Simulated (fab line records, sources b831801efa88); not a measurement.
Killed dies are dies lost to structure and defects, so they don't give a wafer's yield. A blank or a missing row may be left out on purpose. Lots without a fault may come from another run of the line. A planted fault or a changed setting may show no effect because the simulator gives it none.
fab line records | flow gf180mcu
record lots=6 wafers=18 last_day=34
route steps=602 shown V2@393
lots that met no fault: from a run of the same line without faults
start_h: hours from the record's first day to the start of the lot's first wafer shown | wait_h: hours since the lot's step before | " the same as in the row above | L1.1+2: a row that stands for several wafers | - no value, or no start given | * or withheld: withheld | < > ~ a bound
route shown NAME@n: a module of which the file shows steps, and the number in the route of the first | usual: mean/standard deviation of fault-free wafers | same: alike in all rows | chamber/n: place in a boat | sites: the reading at each site | _std_site: their standard deviation | _edge_site: outer sites' mean less inner sites' | radius_mm: how far each site lies from the wafer's centre | mask NAME#n: copy n | behind: the tool/chamber that last shaped the wafer | hold: why the lot was held/for how many hours/how that ended | device: the transistor (n, p or np) that didn't switch | end of line: the same wafers' tests at the end of the route | a step without rows: its recipe alone | killed: dies lost to structure and defects at the first sort, not the wafer's yield | map: a wafer's dies, x killed, . not, _ none there
set.NAME: the setting as run; set.NAME@STEP: as run at that earlier step | model.NAME: the simulator's own value behind a step, which no gauge read
lots at some steps of the route; a table a step, a row a wafer
services: from which hour (start_h, from the record's first day; less than 0 if before it) a tool's chamber was out of use, for how many hours, and why
## steps
# step GF_V2_EXPOSE_11
# recipe mask_id=Via2 target_cd_nm=260 na=0.68 source_shape=conventional sigma_outer=0.6 dose_mj=38
# step GF_V2_PEB_12
# recipe peb_temp_c=135 peb_time_s=90 resist=KrF
# step GF_V2_DEVELOP_13
# recipe develop_time_s=60 resist=KrF dev_temp_c=21
# step GF_V2_CD_MEAS_14
# recipe target_cd_nm=260
# usual cd_nm=260.5/1.2
# columns lot.wafer tool chamber start_h wait_h cd_nm
L253.1 cd_sem-02 - 529.62 0.1 261.6
L253.3 " - " " 260.7
L253.5 " - " " 260.9
L254.1 cd_sem-01 - 536.04 0.1 260.2
L254.3 " - " " 260.1
L254.4 " - " " 259.8
L265.2 cd_sem-01 - 625.28 0.1 257.5
L265.5 " - " " 258.5
L265.6 " - " " 259.0
L267.1 cd_sem-02 - 636.16 0.2 260.9
L267.4 " - " " 260.6
L267.6 " - " " 259.8
L268.1 cd_sem-02 - 644.49 0.1 259.6
L268.3 " - " " 258.7
L268.4 " - " " 260.0
L269.3 cd_sem-02 - 650.53 0.1 262.3
L269.4 " - " " 262.7
L269.5 " - " " 260.4
# step GF_V2_OVL_MEAS_15
# usual V2_OVL=-4/4.4
# columns lot.wafer tool chamber start_h wait_h V2_OVL[nm]
L253.1 overlay-01 - 529.74 0.1 -7
L253.3 " - " " -13
L253.5 " - " " -7
L254.1 overlay-01 - 536.16 0.1 1
L254.3 " - " " -2
L254.4 " - " " 4
L265.2 overlay-02 - 625.39 0.1 -9
L265.5 " - " " -1
L265.6 " - " " -2
L267.1 overlay-01 - 636.28 0.1 5
L267.4 " - " " 4
L267.6 " - " " 6
L268.1 overlay-01 - 644.61 0.1 -1
L268.3 " - " " -7
L268.4 " - " " -6
L269.3 overlay-01 - 650.62 0.1 -2
L269.4 " - " " -8
L269.5 " - " " -2
# step GF_V2_ETCH_16
# recipe chemistry=N2/H2 target_depth_a=withheld overetch_a=withheld time_s=withheld target=BARC ion_energy_ev=200 source_w=500 bias_w=100 pressure_mtorr=30 n2_flow_sccm=100 h2_flow_sccm=200
# usual drypump_motor_current_A=5.7/0.33 oes_product_au=0.854/0.0042 throttle_valve_pct=13.224/0.0092
# columns lot.wafer tool chamber start_h wait_h drypump_motor_current_A oes_product_au throttle_valve_pct
L253.1 rie_diel-03 3 529.77 0.0 5.2 0.847 13.230
L253.3 " 1 " " 6.3 0.857 13.221
L253.5 " 1 " " 6.3 0.859 13.243
L254.1 rie_diel-02 2 536.19 0.0 5.8 0.856 13.220
L254.3 " 3 " " 6.0 0.856 13.229
L254.4 " 0 " " 5.1 0.850 13.228
L265.2 rie_diel-04 3 625.42 0.0 5.6 0.851 13.219
L265.5 " 3 " " 5.6 0.856 13.208
L265.6 " 2 " " 6.0 0.853 13.235
L267.1 rie_diel-03 1 636.32 0.0 6.3 0.856 13.227
L267.4 " 0 " " 5.8 0.857 13.218
L267.6 " 2 " " 5.8 0.854 13.213
L268.1 rie_diel-02 2 644.64 0.0 5.8 0.847 13.229
L268.3 " 3 " " 6.0 0.853 13.217
L268.4 " 0 " " 5.0 0.847 13.209
L269.3 rie_diel-03 0 650.64 0.0 5.8 0.860 13.233
L269.4 " 2 " " 5.7 0.852 13.224
L269.5 " 3 " " 5.2 0.863 13.231
# step GF_V2_ETCH_17
# recipe chemistry=C4F8/O2/Ar mask_material=KrF target=SiO2 stop_on=TiN source_w=1500 bias_w=1200 pressure_mtorr=40 c4f8_flow_sccm=withheld O2_flow_sccm=6 Ar_flow_sccm=300 time_s=withheld target_depth_a=6300
# usual oes_product_au=0.855/0.0046
# columns lot.wafer tool chamber start_h wait_h oes_product_au
L253.1 rie_diel-03 3 - - 0.862
L253.3 " 1 " " 0.855
L253.5 " 1 " " 0.852
L254.1 rie_diel-02 2 - - 0.849
L254.3 " 3 " " 0.850
L254.4 " 0 " " 0.859
L265.2 rie_diel-04 3 - - 0.866
L265.5 " 3 " " 0.858
L265.6 " 2 " " 0.866
L267.1 rie_diel-03 1 - - 0.849
L267.4 " 0 " " 0.855
L267.6 " 2 " " 0.854
L268.1 rie_diel-02 2 - - 0.854
L268.3 " 3 " " 0.850
L268.4 " 0 " " 0.857
L269.3 rie_diel-03 0 - - 0.858
L269.4 " 2 " " 0.850
L269.5 " 3 " " 0.853
# step GF_V2_STRIP_18
# recipe chemistry=O2/N2 power_w=1400 pressure_mtorr=1500 platen_temp_c=250 o2_flow_sccm=3000 n2_flow_sccm=300 overash_fraction=0.5
# usual drypump_motor_current_A=5.99/0.29 heater_power_w=347/35 o2_flow_sccm=2999/8.7 oes_product_au=0.593/0.0057
# columns lot.wafer tool chamber start_h wait_h drypump_motor_current_A heater_power_w o2_flow_sccm oes_product_au rf_hours_counter_h
L253.1 plasma_asher-03 0 529.90 - 6.02 295 2996 0.594 42
L253.3 " 1 " " 5.71 323 2995 0.597 -
L253.5 " 0 " " 5.97 288 2992 0.600 -
L254.1 plasma_asher-01 1 536.32 - 5.60 380 2998 0.593 93
L254.3 " 0 " " 6.50 378 3008 0.596 -
L254.4 " 1 " " 5.62 383 2998 0.593 -
L265.2 plasma_asher-02 0 625.55 - 6.16 332 2987 0.594 82
L265.5 " 0 " " 6.11 322 2997 0.596 -
L265.6 " 1 " " 5.98 384 2999 0.595 -
L267.1 plasma_asher-03 0 636.45 - 6.01 288 3000 0.589 53
L267.4 " 1 " " 5.69 311 3000 0.593 -
L267.6 " 1 " " 5.65 315 2999 0.587 -
L268.1 plasma_asher-02 1 644.77 - 5.99 378 2991 0.589 84
L268.3 " 0 " " 6.16 330 3010 0.580 -
L268.4 " 1 " " 6.00 371 2991 0.586 -
L269.3 plasma_asher-01 0 650.80 - 6.47 384 2979 0.575 -
L269.4 " 1 " " 5.58 378 2978 0.598 -
L269.5 " 0 " " 6.45 373 2992 0.600 -
# step GF_V2_STRIP_19
# recipe chemistry=post_etch_residue_remover time_s=1200 temp_c=72.5
# step GF_V2_CLEAN_20
# recipe chemistry=DIW dry=n2_spin
# step GF_V2_SPUTTER_21
# recipe material=Ti target_thk_nm=15 chamber_pressure_pa=5 power_w=2500 substrate_temp_c=200 time_s=80.02
# usual throttle_valve_pct=29.9/1
# same time_s=80.02
# columns lot.wafer tool chamber start_h wait_h throttle_valve_pct
L253.1 pvd_sputter-02 - 530.47 0.0 29.2
L253.3 " - " " 29.2
L253.5 " - " " 29.4
L254.1 pvd_sputter-03 - 536.86 0.0 30.6
L254.3 " - " " 28.2
L254.4 " - " " 29.6
L265.2 pvd_sputter-03 - 626.09 0.0 29.4
L265.5 " - " " 29.7
L265.6 " - " " 30.5
L267.1 pvd_sputter-03 - 637.02 0.0 29.4
L267.4 " - " " 29.7
L267.6 " - " " 29.2
L268.1 pvd_sputter-02 - 645.31 0.0 29.1
L268.3 " - " " 29.3
L268.4 " - " " 29.5
L269.3 pvd_sputter-03 - 651.34 0.0 28.2
L269.4 " - " " 30.4
L269.5 " - " " 28.2
# step GF_V2_SPUTTER_22
# recipe material=TiN target_thk_nm=10 chamber_pressure_pa=5 power_w=4000 time_s=40
# usual throttle_valve_pct=29.9/0.98
# same time_s=40
# columns lot.wafer tool chamber start_h wait_h throttle_valve_pct
L253.1 pvd_sputter-02 - 530.53 0.0 29.2
L253.3 " - " " 29.5
L253.5 " - " " 29.5
L254.1 pvd_sputter-03 - 536.92 0.0 30.6
L254.3 " - " " 28.3
L254.4 " - " " 29.5
L265.2 pvd_sputter-03 - 626.15 0.0 29.5
L265.5 " - " " 29.4
L265.6 " - " " 30.7
L267.1 pvd_sputter-03 - 637.08 0.0 29.3
L267.4 " - " " 29.5
L267.6 " - " " 29.3
L268.1 pvd_sputter-02 - 645.37 0.0 29.3
L268.3 " - " " 29.2
L268.4 " - " " 29.4
L269.3 pvd_sputter-03 - 651.41 0.0 28.2
L269.4 " - " " 30.2
L269.5 " - " " 28.4
# step GF_V2_CVD_23
# recipe material=W target_thk_nm=350 time_s=104.94 temp_c=400 pressure_torr=40
# usual chamber_pressure_Torr=40.00/0.089 heater_power_outer_w=557/32 heater_power_w=920/54 time_s=104.94/0
# columns lot.wafer tool chamber start_h wait_h chamber_pressure_Torr heater_power_outer_w heater_power_w time_s
L253.1 cvd_w-01 1 530.57 0.0 - - - -
L253.3 " 1 " " - - - -
L253.5 " 1 " " - - - -
L254.1 cvd_w-01 0 536.96 0.0 - - - -
L254.3 " 0 " " - - - -
L254.4 " 1 " " - - - -
L265.2 cvd_w-01 0 626.19 0.0 39.91 545 858 104.94
L265.5 " 1 " " 39.92 583 940 104.94
L265.6 " 0 " " 40.10 537 887 104.94
L267.1 cvd_w-02 1 637.12 0.0 39.97 532 898 104.94
L267.4 " 1 " " 40.08 541 862 104.94
L267.6 " 0 " " 40.03 610 1002 104.94
L268.1 cvd_w-02 0 645.41 0.0 40.02 604 993 104.94
L268.3 " 0 " " 40.05 612 985 104.94
L268.4 " 1 " " 40.04 517 855 104.94
L269.3 cvd_w-02 0 651.48 0.1 40.00 592 1016 104.94
L269.4 " 1 " " 40.03 546 868 104.94
L269.5 " 1 " " 40.01 540 895 104.94
# step GF_V2_RS_MEAS_24
# recipe thk_meas_gauge=four-point-probe reads=W_of_V2_CVD_23+TiN_of_V2_SPUTTER_22+Ti_of_V2_SPUTTER_21
# usual V2_W_RS=0.328/0.0036
# columns lot.wafer tool chamber start_h wait_h V2_W_RS[ohm/sq]
L253.1 film_metro-01 - 530.68 0.1 43.602
L253.3 " - " " 43.235
L253.5 " - " " 43.643
L254.1 film_metro-03 - 537.07 0.1 43.942
L254.3 " - " " 44.340
L254.4 " - " " 43.451
L265.2 film_metro-04 - 626.32 0.1 0.320
L265.5 " - " " 0.330
L265.6 " - " " 0.322
L267.1 film_metro-04 - 637.23 0.1 0.329
L267.4 " - " " 0.330
L267.6 " - " " 0.327
L268.1 film_metro-01 - 645.53 0.1 0.323
L268.3 " - " " 0.324
L268.4 " - " " 0.325
L269.3 film_metro-03 - 651.60 0.1 0.324
L269.4 " - " " 0.328
L269.5 " - " " 0.327
# step GF_V2_THK_MEAS_25
# recipe thk_meas_gauge=xrf reads=W_of_V2_CVD_23
# usual V2_W_THK=356/5.3
# columns lot.wafer tool chamber start_h wait_h V2_W_THK[nm]
L253.1 film_metro-01 - 530.80 0.1 <0
L253.3 " - " " -
L253.5 " - " " <0
L254.1 film_metro-03 - 537.19 0.1 <0
L254.3 " - " " <0
L254.4 " - " " <0
L265.2 film_metro-04 - 626.43 0.1 366
L265.5 " - " " 357
L265.6 " - " " 367
L267.1 film_metro-04 - 637.35 0.1 357
L267.4 " - " " 358
L267.6 " - " " 361
L268.1 film_metro-01 - 645.65 0.1 364
L268.3 " - " " 365
L268.4 " - " " 363
L269.3 film_metro-03 - 651.70 0.1 352
L269.4 " - " " 349
L269.5 " - " " 349
# step GF_V2_CMP_26
# recipe stop_on=SiO2 down_force_psi=3.5 platen_rpm=60 t_overpolish_s=15 target_thk_nm=0 pad_velocity_m_s=0.94248
# usual motor_current_A=11.0/0.9 time_to_endpoint_s=84/3.5
# columns lot.wafer tool chamber start_h wait_h motor_current_A time_to_endpoint_s
L253.1 cmp-01 3 530.86 0.1 10.7 2
L253.3 " 0 " " 10.3 2
L253.5 " 3 " " 11.1 2
L254.3 cmp-02 3 537.25 0.0 10.7 3
L254.4 " 0 " " 11.6 6
L254.1 " 1 " " 9.8 5
L265.2 cmp-01 0 626.63 0.2 10.7 85
L265.5 " 1 " " 11.8 82
L265.6 " 2 " " 11.0 82
L267.4 cmp-02 3 637.51 0.1 11.0 84
L267.1 " 0 " " 12.3 86
L267.6 " 2 " " 10.9 87
L268.3 cmp-01 0 645.71 0.0 10.1 83
L268.1 " 2 " " 10.9 82
L268.4 " 3 " " 11.2 81
L269.3 cmp-02 3 651.87 0.2 10.3 90
L269.4 " 2 " " 10.2 84
L269.5 " 0 " " 12.7 91
## services
# columns tool chamber start_h hours kind
rie_diel-03 0 507.04 1.5 repair
pvd_sputter-03 - 545.72 1.7 repair
plasma_asher-03 - 559.54 3.3 repair
plasma_asher-01 - 567.40 2.2 repair
rie_diel-02 3 567.87 2.6 repair
rie_diel-02 2 568.80 12.2 repair
cmp-01 - 570.05 8.1 pm
rie_diel-02 - 570.58 28.1 pm
cmp-02 - 572.05 4.0 pm
cmp-02 - 574.46 6.4 repair
cmp-01 - 581.18 4.3 pm
rie_diel-04 0 587.92 4.9 repair
rie_diel-02 3 598.68 - clean
rie_diel-02 3 598.68 15.4 scheduled_down
cvd_w-01 - 604.48 1.2 repair
rie_diel-04 0 606.90 4.9 repair
cmp-01 - 609.97 1.6 repair
cmp-01 - 611.00 0.5 repair
rie_diel-04 - 612.33 0.7 repair
rie_diel-02 1 627.68 2.9 repair
rie_diel-02 - 628.47 0.5 repair
rie_diel-04 3 638.39 10.7 repair
rie_diel-02 1 642.12 9.7 repair
cmp-02 - 650.79 0.3 repair
## key
first_sign step=GF_V2_CVD_23 reading=tool_record direction=missing
effect step=GF_V2_RS_MEAS_24 reading=V2_W_RS direction=up sigmas=99+ usual=0.328 struck=43.702
effect step=GF_V2_THK_MEAS_25 reading=V2_W_THK direction=down sigmas=67 usual=356 struck=<0
effect step=GF_V2_CMP_26 reading=time_to_endpoint_s direction=down sigmas=23 usual=* struck=*
met_at GF_V2_CVD_23
struck_wafers L253.1,L253.3,L253.5,L254.1,L254.3,L254.4
later_rows_left_out L253.1,L253.3,L253.5,L254.1,L254.3,L254.4
sort_left_out L253.1,L253.3,L253.5,L254.1,L254.3,L254.4
fault kind=skipped_step_whole tool=cvd_w-01 chamber=- onset_h=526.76 steps=GF_V2_CVD_23 scope=struck_lots_only
# sort_left_out: the simulated sort isn't trusted on such a fault, so these wafers' sort isn't shown, and their yield isn't known
# later_rows_left_out: the simulator's readings of these wafers behind a module that went badly wrong aren't trusted and aren't shown, but for the sort
